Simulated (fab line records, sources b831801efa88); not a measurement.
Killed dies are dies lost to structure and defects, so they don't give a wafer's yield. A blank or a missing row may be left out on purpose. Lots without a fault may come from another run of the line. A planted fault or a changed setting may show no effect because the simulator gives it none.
A struck lot beside a sound one | flow gf180mcu | 15 steps out of a route of 602
Sound: wafers L823.2, L823.4, L823.5. Struck: wafers L841.2, L841.4, L841.6. The cause comes at the end.
At each step with rows: each side's tool, then ch and its chambers, then its first start. Under that, the readings that differ: sound wafers | struck wafers | difference of the means | sigmas: that difference in standard deviations of wafers without a fault.
alike: readings whose means differ by less than 2 such deviations, and words and numbers that are the same on both sides. not compared: withheld readings, readings that some wafer has no value for, bounds like >300 that may hide the same value, and numbers for which the record gives no deviation and whose values overlap.
The two part at a step that has a row with sigmas, a row that says differs or no value, or rows on one side only. Numbers that don't overlap but have no deviation are shown without sigmas and don't part them. A reading that every wafer of one side lacks parts them only if that side has two wafers or more.

GF_V2_THK_MEAS_25: measures by xrf.
  sound on film_metro-03, day 21 04:06; struck on film_metro-02, day 26 13:13
  alike: V2_W_THK
GF_V2_CMP_26: polishes, stops on SiO2, t overpolish 15 s, target thk 0 nm.
  sound on cmp-02 ch 0,1, day 21 04:09; struck on cmp-02 ch 2,3, day 26 13:16
  alike: motor_current_A, overpolish_run_s, time_to_endpoint_s
then, 1 step without rows for these wafers: GF_M3_SPUTTER_00 (material Ti, target thk 37.5 nm, time 150 s).
GF_M3_SPUTTER_01: material TiN, target thk 30 nm, time 25 s.
  sound on pvd_sputter-01, day 21 04:33; struck on pvd_sputter-01, day 26 13:40
  alike: throttle_valve_pct
GF_M3_SPUTTER_02: material AlCu, target thk 450 nm, time 23.9 s.
  sound on pvd_sputter-01, day 21 04:35; struck on pvd_sputter-01, day 26 13:42
  alike: throttle_valve_pct
GF_M3_SPUTTER_03: material Ti, target thk 10 nm, time 6.7 s.
  sound on pvd_sputter-01, day 21 04:37; struck on pvd_sputter-01, day 26 13:44
  alike: throttle_valve_pct
GF_M3_SPUTTER_04: material TiN, target thk 50 nm, time 41.7 s.
  sound on pvd_sputter-01, day 21 04:38; struck on pvd_sputter-01, day 26 13:45
  alike: throttle_valve_pct
GF_M3_RS_MEAS_05: measures by four-point-probe.
  sound on film_metro-04, day 21 04:41; struck on film_metro-04, day 26 13:49
  alike: M3_ALCU_RS
GF_M3_THK_MEAS_06: measures by xrf.
  sound on film_metro-04, day 21 04:48; struck on film_metro-04, day 26 13:55
  alike: M3_ALCU_THK
then, 3 steps without rows for these wafers: GF_M3_DEHYDRATE_07 (time 60 s); GF_M3_HMDS_08 (prime time 60 s); GF_M3_COAT_09 (resist thk 1015 nm).
GF_M3_SOFTBAKE_10: time 60 s.
  sound on litho_track-03 ch 0, day 21 16:31; struck on litho_track-04 ch 0, day 26 23:13
  reading          | sound             | struck            | difference | sigmas
  run_length_s (s) | 89.29 89.13 88.92 | 91.54 91.58 91.64 | +2.47      | +12
  alike: exhaust_pa
then, 2 steps without rows for these wafers: GF_M3_EXPOSE_11 (exposes mask Metal3, target cd 280 nm); GF_PASSIVATION_PROBE_99.

WHERE THEY PART
Only at GF_M3_SOFTBAKE_10, within this record.

WHY: what the simulator had put in
Process parameter drift: litho_track-04, from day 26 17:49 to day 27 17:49, at GF_M3_SOFTBAKE_10. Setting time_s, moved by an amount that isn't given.
